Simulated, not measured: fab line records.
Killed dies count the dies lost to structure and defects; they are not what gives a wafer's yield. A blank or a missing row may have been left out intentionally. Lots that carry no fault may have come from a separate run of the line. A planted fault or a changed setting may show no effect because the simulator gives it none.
One fault seen from 2 desks	flow gf180mcu	each desk holds nothing but its own numbers, with what lay behind them at the end

## THE METROLOGY DESK
Means of the sampled wafers that have a number, per lot and without regard to the tool the lot ran on: this is what the gauges read. Marked OUT: a lot whose mean sits more than 4 standard deviations from the usual mean, which makes it out of limits; the brackets give that distance.
Columns: A = NSD_OVL at GF_NSD_OVL_MEAS_08, usual 0.0 nm
lot	first seen here	A
L431	day 13 08:16	0.5
L433	day 13 21:12	0.5
L434	day 14 10:04	-1.2
L435	day 14 12:39	0.1
L436	day 15 01:40	-2.5
L437	day 15 10:25	-1.4
L440	day 16 08:43	-0.3
L442	day 17 04:49	-0.6
L443	day 17 13:55	1.2
L445	day 18 03:34	0.9
L446	day 18 08:08	0.7
L447	day 18 23:16	-0.7
L450	day 19 21:49	-0.4
L451	day 20 02:46	0.5
This desk's finding: nothing out of limits on any of the 14 lots.

## TOOL OWNER'S DESK, lithoTrack-02
The tool's own readings at GF_SAB_DEVELOP_08 (develop time 60 s): means of the sampled wafers that have a number, for each lot that ran on this tool. Marked OUT: a lot whose mean sits more than 4 standard deviations from the usual mean, which makes it out of limits; the brackets give that distance.
Columns: A = chillPlateTempC at GF_SAB_DEVELOP_08, usual 23.01 C
lot	first seen here	A
L437	day 17 07:26	23.01
L442	day 19 04:52	22.95
L443	day 19 14:41	23.05
L445	day 20 04:38	23.03
L447	day 21 01:38	22.97
This desk's finding: nothing out of limits on any of the 5 lots.

## TAKEN TOGETHER
From the metrology desk's view, nothing was out of limits.
The tool owner's desk saw nothing out of limits.

## WHAT THE SIMULATOR HAD PUT IN
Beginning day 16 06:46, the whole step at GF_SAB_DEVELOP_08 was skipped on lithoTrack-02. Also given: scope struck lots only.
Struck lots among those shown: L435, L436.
